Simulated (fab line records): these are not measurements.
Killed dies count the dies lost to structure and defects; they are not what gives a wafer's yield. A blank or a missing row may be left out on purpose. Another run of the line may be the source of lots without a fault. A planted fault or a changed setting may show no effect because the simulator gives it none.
fab line records | flow gf180mcu | part 1 of 2: steps 1 to 33 of 44
record lots=5 wafers=15 lastDay=34
route steps=602 shown HV_LDD@194 NSD@235
lots that met no fault: from a run of the same line without faults
startH: the number of hours between the record's first day and the start of the first shown wafer of the lot | waitH: time in hours since the lot's previous step | " repeats the value in the row above | L1.1+2: a single row standing in for several wafers | - either no value or no given start | * or withheld: withheld | < > ~ a bound
route shown NAME@n: NAME is a module with steps in the file, n the number in the route of the first one | usual: average and standard deviation across the fault-free wafers | same: alike in all rows | chamber/n: place in a boat | sites: readings site by site | _std_site: how widely they spread, as a standard deviation | _edge_site: outer sites' mean less inner sites' | radiusMm: how far each site lies from the wafer's centre | mask NAME#n: copy n | behind: the tool/chamber that last shaped the wafer | hold: cause of the lot's hold/its duration in hours/its outcome | device: transistor that didn't switch, given as n, p or np | end of line: at the end of the route, the tests of the same wafers | a step without rows: its recipe alone | killed: not the wafer's yield, but the dies lost to structure and defects at the first sort | map: a wafer's dies, x killed, . not, _ none there
set.NAME: setting as actually run; set.NAME@STEP: the setting as run at that earlier step | model.NAME: the simulator's own value behind a step, which no gauge read
lots at selected steps of the route; one table per step, one row per wafer
services: the hour from which a tool's chamber was out of use, counted from the record's first day as startH (under 0 if before that day), plus the number of hours and why
## steps
# step GF_HV_LDD_DEVELOP_18
# recipe developTimeS=60 devTempC=23
# columns lot.wafer tool chamber startH waitH
L077.2+4+6 lithoTrack-04 0 255.38 0.1
L078.1+3+6 lithoTrack-03 0 263.86 0.1
L079.2+3+5 lithoTrack-02 0 273.60 0.1
L095.3+4+5 lithoTrack-03 0 409.86 0.1
L096.3+5+6 lithoTrack-03 0 412.46 0.1
# step GF_HV_LDD_CD_MEAS_19
# recipe targetCdNm=400
# usual cdNm=399.8/2.3
# columns lot.wafer tool chamber startH waitH cdNm
L077.2 cdSem-02 - 255.52 0.1 401.1
L077.4 " - " " 401.7
L077.6 " - " " 399.4
L078.1 cdSem-02 - 264.01 0.1 400.9
L078.3 " - " " 402.6
L078.6 " - " " 401.5
L079.2 cdSem-02 - 273.74 0.1 400.0
L079.3 " - " " 400.2
L079.5 " - " " 397.4
L095.3 cdSem-02 - 410.00 0.1 396.3
L095.4 " - " " 396.9
L095.5 " - " " 396.8
L096.3 cdSem-01 - 412.60 0.1 400.8
L096.5 " - " " 399.2
L096.6 " - " " 400.9
# step GF_HV_LDD_OVL_MEAS_20
# usual HV_LDD_01_OVL=0.2/1.4
# columns lot.wafer tool chamber startH waitH HV_LDD_01_OVL[nm]
L077.2 overlay-02 - 255.63 0.1 -2.0
L077.4 " - " " -0.2
L077.6 " - " " 0.0
L078.1 overlay-01 - 264.13 0.1 2.0
L078.3 " - " " 1.1
L078.6 " - " " 2.0
L079.2 overlay-02 - 273.85 0.1 -1.1
L079.3 " - " " -1.1
L079.5 " - " " -0.8
L095.3 overlay-02 - 410.09 0.1 -2.9
L095.4 " - " " -0.3
L095.5 " - " " -1.4
L096.3 overlay-02 - 412.69 0.1 -1.3
L096.5 " - " " -1.1
L096.6 " - " " 1.3
# step GF_HV_LDD_IMPLANT_21
# recipe species=BF2 energyKev=25 doseCm2=5e+13 tiltDeg=7
# columns lot.wafer tool chamber startH waitH
L077.2+4+6 implanter-03 0 255.68 0.0
L078.1+3+6 implanter-04 0 264.16 0.0
L079.2+3+5 implanter-03 0 273.90 0.0
L095.3+4+5 implanter-03 0 410.16 0.1
L096.3+5+6 implanter-03 0 412.76 0.1
# step GF_HV_LDD_STRIP_22
# recipe chemistry=O2/N2 powerW=1400 pressureMtorr=1500 platenTempC=250 o2FlowSccm=3000 n2FlowSccm=300 overashFraction=0.5
# usual drypumpMotorCurrentA=6.0/0.39 heaterPowerW=328/29 oesProductAu=0.716/0.0046 stripTimeToEndpointS=12.622/0.028
# columns lot.wafer tool chamber startH waitH drypumpMotorCurrentA heaterPowerW oesProductAu rfHoursCounterH stripTimeToEndpointS
L077.2 plasmaAsher-03 1 255.81 0.1 6.2 384 0.725 59 12.605
L077.4 " 0 " " 6.3 327 0.715 - 12.641
L077.6 " 0 " " 6.4 323 0.713 - 12.663
L078.1 plasmaAsher-03 1 264.31 0.1 6.2 382 0.715 59 12.586
L078.3 " 0 " " 6.3 328 0.721 - 12.556
L078.6 " 1 " " 6.1 385 0.718 - 12.572
L079.2 plasmaAsher-02 0 274.03 0.1 6.1 342 0.715 17 12.617
L079.3 " 0 " " 6.1 342 0.708 - 12.620
L079.5 " 1 " " 5.8 319 0.717 - 12.637
L095.3 plasmaAsher-04 1 410.30 0.1 5.3 286 0.706 - 12.643
L095.4 " 0 " " 6.4 302 0.716 - 12.598
L095.5 " 0 " " 6.5 316 0.716 - 12.624
L096.3 plasmaAsher-04 1 412.90 0.1 5.3 283 0.722 - 12.616
L096.5 " 1 " " 5.3 290 0.723 - 12.625
L096.6 " 0 " " 6.4 308 0.714 - 12.613
# step GF_HV_LDD_TW_MEAS_23
# usual HV_LDD_2_TW=1061/8.3
# columns lot.wafer tool chamber startH waitH HV_LDD_2_TW
L077.2 filmMetro-03 - 255.92 0.1 1063
L077.4 " - " " 1062
L077.6 " - " " 1063
L078.1 filmMetro-03 - 264.41 0.1 1064
L078.3 " - " " 1065
L078.6 " - " " 1061
L079.2 filmMetro-03 - 274.14 0.1 1060
L079.3 " - " " 1067
L079.5 " - " " 1061
L095.3 filmMetro-04 - 410.38 0.1 1069
L095.4 " - " " 1073
L095.5 " - " " 1072
L096.3 filmMetro-04 - 412.98 0.1 1070
L096.5 " - " " 1073
L096.6 " - " " 1074
# step GF_HV_LDD_DEHYDRATE_24
# recipe tempC=200 timeS=60
# columns lot.wafer tool chamber startH waitH
L077.2+4+6 lithoTrack-03 0 265.83 9.9
L078.1+3+6 lithoTrack-02 0 272.82 8.4
L079.2+3+5 lithoTrack-02 0 283.15 9.0
L095.3+4+5 lithoTrack-02 0 420.82 10.4
L096.3+5+6 lithoTrack-03 0 424.36 11.4
# step GF_HV_LDD_HMDS_25
# recipe primeTimeS=60 primeTempC=120
# columns lot.wafer tool chamber startH waitH
L077.2+4+6 lithoTrack-03 0 265.98 0.1
L078.1+3+6 lithoTrack-02 0 272.97 0.1
L079.2+3+5 lithoTrack-02 0 283.30 0.1
L095.3+4+5 lithoTrack-02 0 420.97 0.1
L096.3+5+6 lithoTrack-03 0 424.51 0.1
# step GF_HV_LDD_COAT_26
# recipe resist=NOVOLAK spinRpm=3000 resistThkNm=1000
# columns lot.wafer tool chamber startH waitH
L077.2+4+6 lithoTrack-03 0 266.13 0.1
L078.1+3+6 lithoTrack-02 0 273.12 0.1
L079.2+3+5 lithoTrack-02 0 283.45 0.1
L095.3+4+5 lithoTrack-02 0 421.12 0.1
L096.3+5+6 lithoTrack-03 0 424.66 0.1
# step GF_HV_LDD_SOFTBAKE_27
# recipe tempC=90 timeS=60 resist=NOVOLAK
# columns lot.wafer tool chamber startH waitH
L077.2+4+6 lithoTrack-03 0 266.28 0.1
L078.1+3+6 lithoTrack-02 0 273.27 0.1
L079.2+3+5 lithoTrack-02 0 283.60 0.1
L095.3+4+5 lithoTrack-02 0 421.27 0.1
L096.3+5+6 lithoTrack-03 0 424.81 0.1
# step GF_HV_LDD_EXPOSE_28
# recipe maskId=Nplus_HV_AREA targetCdNm=400 na=0.6 sourceShape=conventional sigmaOuter=0.6 doseMj=140
# usual exposureDoseMJCm2=139.99/0.12
# columns lot.wafer tool chamber startH waitH mask exposureDoseMJCm2
L077.2 ilineStepper-01 0 - - Nplus_HV_AREA#0 140.13
L077.4 " 0 " " Nplus_HV_AREA#0 140.01
L077.6 " 0 " " Nplus_HV_AREA#0 140.16
L078.1 ilineStepper-01 0 - - Nplus_HV_AREA#0 139.85
L078.3 " 0 " " Nplus_HV_AREA#0 140.05
L078.6 " 0 " " Nplus_HV_AREA#0 140.06
L079.2 ilineStepper-02 0 - - Nplus_HV_AREA#0 140.12
L079.3 " 0 " " Nplus_HV_AREA#0 139.94
L079.5 " 0 " " Nplus_HV_AREA#0 139.95
L095.3 ilineStepper-01 0 - - Nplus_HV_AREA#0 140.01
L095.4 " 0 " " Nplus_HV_AREA#0 140.00
L095.5 " 0 " " Nplus_HV_AREA#0 139.89
L096.3 ilineStepper-02 0 - - Nplus_HV_AREA#0 140.22
L096.5 " 0 " " Nplus_HV_AREA#0 140.02
L096.6 " 0 " " Nplus_HV_AREA#0 139.86
# step GF_HV_LDD_PEB_29
# recipe tempC=withheld timeS=* resist=NOVOLAK
# columns lot.wafer tool chamber startH waitH
L077.2+4+6 lithoTrack-03 0 - -
L078.1+3+6 lithoTrack-03 0 - -
L079.2+3+5 lithoTrack-02 0 - -
L095.3+4+5 lithoTrack-03 0 - -
L096.3+5+6 lithoTrack-03 0 - -
# step GF_HV_LDD_DEVELOP_30
# recipe developTimeS=60 devTempC=23
# columns lot.wafer tool chamber startH waitH
L077.2+4+6 lithoTrack-03 0 274.88 0.1
L078.1+3+6 lithoTrack-03 0 282.46 0.1
L079.2+3+5 lithoTrack-02 0 293.55 0.1
L095.3+4+5 lithoTrack-03 0 434.31 0.1
L096.3+5+6 lithoTrack-03 0 437.56 0.1
# step GF_HV_LDD_CD_MEAS_31
# recipe targetCdNm=400
# usual cdNm=399.7/2.2
# columns lot.wafer tool chamber startH waitH cdNm
L077.2 cdSem-02 - 275.03 0.1 396.3
L077.4 " - " " 398.8
L077.6 " - " " 398.6
L078.1 cdSem-01 - 282.61 0.1 400.2
L078.3 " - " " 400.7
L078.6 " - " " 400.4
L079.2 cdSem-01 - 293.69 0.1 398.2
L079.3 " - " " 398.3
L079.5 " - " " 401.0
L095.3 cdSem-01 - 434.45 0.1 402.6
L095.4 " - " " 400.7
L095.5 " - " " 401.2
L096.3 cdSem-02 - 437.70 0.1 400.8
L096.5 " - " " 397.9
L096.6 " - " " 399.3
# step GF_HV_LDD_OVL_MEAS_32
# usual HV_LDD_02_OVL=0.3/1.4
# columns lot.wafer tool chamber startH waitH HV_LDD_02_OVL[nm]
L077.2 overlay-02 - 275.13 0.1 0.9
L077.4 " - " " 0.9
L077.6 " - " " 2.5
L078.1 overlay-01 - 282.73 0.1 1.4
L078.3 " - " " 1.1
L078.6 " - " " 1.4
L079.2 overlay-02 - 293.80 0.1 1.9
L079.3 " - " " 1.6
L079.5 " - " " 1.5
L095.3 overlay-02 - 434.54 0.1 -0.9
L095.4 " - " " 1.0
L095.5 " - " " -0.3
L096.3 overlay-01 - 437.79 0.1 0.2
L096.5 " - " " 0.5
L096.6 " - " " 0.4
# step GF_HV_LDD_IMPLANT_33
# recipe species=P energyKev=60 doseCm2=7.5e+12 tiltDeg=30 rotationDeg=0
# columns lot.wafer tool chamber startH waitH
L077.2+4+6 implanter-02 0 275.19 0.0
L078.1+3+6 implanter-03 0 282.76 0.0
L079.2+3+5 implanter-03 0 293.85 0.0
L095.3+4+5 implanter-02 0 434.61 0.1
L096.3+5+6 implanter-03 0 437.86 0.1
# step GF_HV_LDD_IMPLANT_34
# recipe species=P energyKev=60 doseCm2=7.5e+12 tiltDeg=30 rotationDeg=90
# columns lot.wafer tool chamber startH waitH
L077.2+4+6 implanter-02 0 275.34 0.1
L078.1+3+6 implanter-03 0 282.91 0.1
L079.2+3+5 implanter-03 0 294.00 0.1
L095.3+4+5 implanter-02 0 434.76 0.1
L096.3+5+6 implanter-03 0 438.01 0.1
# step GF_HV_LDD_IMPLANT_35
# recipe species=P energyKev=60 doseCm2=7.5e+12 tiltDeg=30 rotationDeg=180
# columns lot.wafer tool chamber startH waitH
L077.2+4+6 implanter-02 0 275.49 0.1
L078.1+3+6 implanter-03 0 283.06 0.1
L079.2+3+5 implanter-03 0 294.15 0.1
L095.3+4+5 implanter-02 0 434.91 0.1
L096.3+5+6 implanter-03 0 438.16 0.1
# step GF_HV_LDD_IMPLANT_36
# recipe species=P energyKev=60 doseCm2=7.5e+12 tiltDeg=30 rotationDeg=270
# columns lot.wafer tool chamber startH waitH
L077.2+4+6 implanter-02 0 275.64 0.1
L078.1+3+6 implanter-03 0 283.21 0.1
L079.2+3+5 implanter-03 0 294.30 0.1
L095.3+4+5 implanter-02 0 435.06 0.1
L096.3+5+6 implanter-03 0 438.31 0.1
# step GF_HV_LDD_STRIP_37
# recipe chemistry=O2/N2 powerW=1400 pressureMtorr=1500 platenTempC=250 o2FlowSccm=3000 n2FlowSccm=300 overashFraction=0.5
# usual drypumpMotorCurrentA=6.0/0.3 heaterPowerW=336/28 oesProductAu=0.716/0.0043 stripTimeToEndpointS=12.64/0.032
# columns lot.wafer tool chamber startH waitH drypumpMotorCurrentA heaterPowerW oesProductAu rfHoursCounterH stripTimeToEndpointS
L077.2 plasmaAsher-03 0 275.76 0.1 6.3 323 0.725 61 12.63
L077.4 " 0 " " 6.3 331 0.719 - 12.62
L077.6 " 0 " " 6.3 325 0.714 - 12.60
L078.1 plasmaAsher-02 0 283.36 0.1 6.1 331 0.716 18 12.67
L078.3 " 0 " " 6.1 343 0.719 - 12.67
L078.6 " 1 " " 5.8 332 0.717 - 12.69
L079.2 plasmaAsher-03 0 294.43 0.1 6.3 330 0.715 63 12.63
L079.3 " 1 " " 6.2 391 0.711 - 12.59
L079.5 " 0 " " 6.3 328 0.710 - 12.59
L095.3 plasmaAsher-02 0 435.20 0.1 6.1 339 0.712 - 12.69
L095.4 " 1 " " 5.8 322 0.720 - 12.69
L095.5 " 1 " " 5.8 321 0.720 - 12.63
L096.3 plasmaAsher-02 1 438.45 0.1 5.8 320 0.717 - 12.65
L096.5 " 1 " " 5.9 321 0.714 - 12.70
L096.6 " 0 " " 6.1 345 0.712 - 12.62
# step GF_HV_LDD_TW_MEAS_38
# usual HV_LDD_3_TW=1440/11
# columns lot.wafer tool chamber startH waitH HV_LDD_3_TW
L077.2 filmMetro-02 - 275.87 0.1 1419
L077.4 " - " " 1418
L077.6 " - " " 1415
L078.1 filmMetro-03 - 283.46 0.1 1449
L078.3 " - " " 1450
L078.6 " - " " 1440
L079.2 filmMetro-04 - 294.54 0.1 1438
L079.3 " - " " 1441
L079.5 " - " " 1446
L095.3 filmMetro-03 - 435.28 0.1 1431
L095.4 " - " " 1435
L095.5 " - " " 1435
L096.3 filmMetro-04 - 438.53 0.1 1453
L096.5 " - " " 1453
L096.6 " - " " 1456
# step GF_HV_LDD_DEHYDRATE_39
# recipe tempC=200 timeS=60
# columns lot.wafer tool chamber startH waitH
L077.2+4+6 lithoTrack-03 0 285.38 9.5
L078.1+3+6 lithoTrack-03 0 292.76 9.3
L079.2+3+5 lithoTrack-02 0 304.50 9.9
L095.3+4+5 lithoTrack-03 0 446.56 11.3
L096.3+5+6 lithoTrack-04 0 449.65 11.1
# step GF_HV_LDD_HMDS_40
# recipe primeTimeS=60 primeTempC=120
# columns lot.wafer tool chamber startH waitH
L077.2+4+6 lithoTrack-03 0 285.53 0.1
L078.1+3+6 lithoTrack-03 0 292.91 0.1
L079.2+3+5 lithoTrack-02 0 304.65 0.1
L095.3+4+5 lithoTrack-03 0 446.71 0.1
L096.3+5+6 lithoTrack-04 0 449.80 0.1
# step GF_HV_LDD_COAT_41
# recipe resist=NOVOLAK spinRpm=3000 resistThkNm=1000
# columns lot.wafer tool chamber startH waitH
L077.2+4+6 lithoTrack-03 0 285.68 0.1
L078.1+3+6 lithoTrack-03 0 293.06 0.1
L079.2+3+5 lithoTrack-02 0 304.80 0.1
L095.3+4+5 lithoTrack-03 0 446.86 0.1
L096.3+5+6 lithoTrack-04 0 449.95 0.1
# step GF_HV_LDD_SOFTBAKE_42
# recipe tempC=90 timeS=60 resist=NOVOLAK
# columns lot.wafer tool chamber startH waitH
L077.2+4+6 lithoTrack-03 0 285.83 0.1
L078.1+3+6 lithoTrack-03 0 293.21 0.1
L079.2+3+5 lithoTrack-02 0 304.95 0.1
L095.3+4+5 lithoTrack-03 0 447.01 0.1
L096.3+5+6 lithoTrack-04 0 450.10 0.1
# step GF_HV_LDD_EXPOSE_43
# recipe maskId=Pplus_HV_AREA targetCdNm=400 na=0.6 sourceShape=conventional sigmaOuter=0.6 doseMj=140
# usual exposureDoseMJCm2=140.00/0.14
# columns lot.wafer tool chamber startH waitH mask exposureDoseMJCm2
L077.2 ilineStepper-02 0 - - Pplus_HV_AREA#0 139.70
L077.4 " 0 " " Pplus_HV_AREA#0 140.19
L077.6 " 0 " " Pplus_HV_AREA#0 140.18
L078.1 ilineStepper-02 0 - - Pplus_HV_AREA#0 140.03
L078.3 " 0 " " Pplus_HV_AREA#0 139.87
L078.6 " 0 " " Pplus_HV_AREA#0 139.86
L079.2 ilineStepper-02 0 - - Pplus_HV_AREA#0 139.81
L079.3 " 0 " " Pplus_HV_AREA#0 139.87
L079.5 " 0 " " Pplus_HV_AREA#0 140.09
L095.3 ilineStepper-01 0 - - Pplus_HV_AREA#0 139.99
L095.4 " 0 " " Pplus_HV_AREA#0 140.28
L095.5 " 0 " " Pplus_HV_AREA#0 140.13
L096.3 ilineStepper-01 0 - - Pplus_HV_AREA#0 140.24
L096.5 " 0 " " Pplus_HV_AREA#0 140.12
L096.6 " 0 " " Pplus_HV_AREA#0 140.07
# step GF_HV_LDD_PEB_44
# recipe tempC=withheld timeS=* resist=NOVOLAK
# columns lot.wafer tool chamber startH waitH
L077.2+4+6 lithoTrack-04 0 - -
L078.1+3+6 lithoTrack-02 0 - -
L079.2+3+5 lithoTrack-02 0 - -
L095.3+4+5 lithoTrack-02 0 - -
L096.3+5+6 lithoTrack-04 0 - -
# step GF_HV_LDD_DEVELOP_45
# recipe developTimeS=60 devTempC=23
# columns lot.wafer tool chamber startH waitH
L077.2+4+6 lithoTrack-04 0 295.13 0.1
L078.1+3+6 lithoTrack-02 0 303.12 0.1
L079.2+3+5 lithoTrack-02 0 315.64 0.1
L095.3+4+5 lithoTrack-02 0 459.72 0.1
L096.3+5+6 lithoTrack-04 0 462.45 0.1
# step GF_HV_LDD_CD_MEAS_46
# recipe targetCdNm=400
# usual cdNm=401.4/2.4
# columns lot.wafer tool chamber startH waitH cdNm
L077.2 cdSem-01 - 295.27 0.1 400.7
L077.4 " - " " 403.0
L077.6 " - " " 400.0
L078.1 cdSem-02 - 303.27 0.1 401.6
L078.3 " - " " 401.6
L078.6 " - " " 399.9
L079.2 cdSem-01 - 315.79 0.1 397.8
L079.3 " - " " 398.7
L079.5 " - " " 399.3
L095.3 cdSem-01 - 459.86 0.1 400.4
L095.4 " - " " 399.8
L095.5 " - " " 399.8
L096.3 cdSem-01 - 462.59 0.1 403.8
L096.5 " - " " 403.2
L096.6 " - " " 404.0
# step GF_HV_LDD_OVL_MEAS_47
# usual HV_LDD_03_OVL=-0.9/1.7
# columns lot.wafer tool chamber startH waitH HV_LDD_03_OVL[nm]
L077.2 overlay-01 - 295.38 0.1 0.4
L077.4 " - " " -1.8
L077.6 " - " " -0.2
L078.1 overlay-01 - 303.39 0.1 1.6
L078.3 " - " " 0.7
L078.6 " - " " 1.4
L079.2 overlay-02 - 315.90 0.1 0.8
L079.3 " - " " -0.8
L079.5 " - " " -2.2
L095.3 overlay-02 - 459.95 0.1 0.0
L095.4 " - " " -0.6
L095.5 " - " " -0.2
L096.3 overlay-02 - 462.68 0.1 -1.1
L096.5 " - " " -2.2
L096.6 " - " " -2.0
# step GF_HV_LDD_IMPLANT_48
# recipe species=B energyKev=25 doseCm2=3e+13 tiltDeg=7
# columns lot.wafer tool chamber startH waitH
L077.2+4+6 implanter-02 0 295.43 0.0
L078.1+3+6 implanter-02 0 303.43 0.0
L079.2+3+5 implanter-03 0 315.95 0.0
L095.3+4+5 implanter-02 0 460.02 0.1
L096.3+5+6 implanter-03 0 462.76 0.1
# step GF_HV_LDD_STRIP_49
# recipe chemistry=O2/N2 powerW=1400 pressureMtorr=1500 platenTempC=250 o2FlowSccm=3000 n2FlowSccm=300 overashFraction=0.5
# usual drypumpMotorCurrentA=6.1/0.38 heaterPowerW=334/33 oesProductAu=0.716/0.0045 stripTimeToEndpointS=12.62/0.036
# columns lot.wafer tool chamber startH waitH drypumpMotorCurrentA heaterPowerW oesProductAu rfHoursCounterH stripTimeToEndpointS
L077.2 plasmaAsher-03 0 295.56 0.1 6.3 326 0.723 63 12.68
L077.4 " 1 " " 6.2 388 0.713 - 12.71
L077.6 " 1 " " 6.2 387 0.712 - 12.73
L078.1 plasmaAsher-03 0 303.58 0.1 6.3 331 0.718 64 12.67
L078.3 " 1 " " 6.2 378 0.727 - 12.60
L078.6 " 1 " " 6.1 386 0.715 - 12.68
L079.2 plasmaAsher-03 1 316.08 0.1 6.2 383 0.718 66 12.59
L079.3 " 1 " " 6.2 381 0.718 - 12.59
L079.5 " 1 " " 6.2 395 0.717 - 12.58
L095.3 plasmaAsher-04 0 460.16 0.1 6.4 304 0.707 - 12.58
L095.4 " 1 " " 5.3 293 0.715 - 12.59
L095.5 " 0 " " 6.4 309 0.717 - 12.60
L096.3 plasmaAsher-03 0 462.89 0.1 6.3 323 0.720 - 12.61
L096.5 " 0 " " 6.3 321 0.709 - 12.64
L096.6 " 1 " " 6.2 375 0.716 - 12.57
# step GF_HV_LDD_TW_MEAS_50
# usual HV_LDD_4_TW=570/3.3
# columns lot.wafer tool chamber startH waitH HV_LDD_4_TW
L077.2 filmMetro-04 - 295.67 0.1 573
L077.4 " - " " 570
L077.6 " - " " 571
L078.1 filmMetro-04 - 303.68 0.1 571
L078.3 " - " " 574
L078.6 " - " " 572
L079.2 filmMetro-02 - 316.19 0.1 568
L079.3 " - " " 569
L079.5 " - " " 567
L095.3 filmMetro-03 - 460.24 0.1 571
L095.4 " - " " 571
L095.5 " - " " 572
L096.3 filmMetro-04 - 462.98 0.1 574
L096.5 " - " " 575
L096.6 " - " " 575
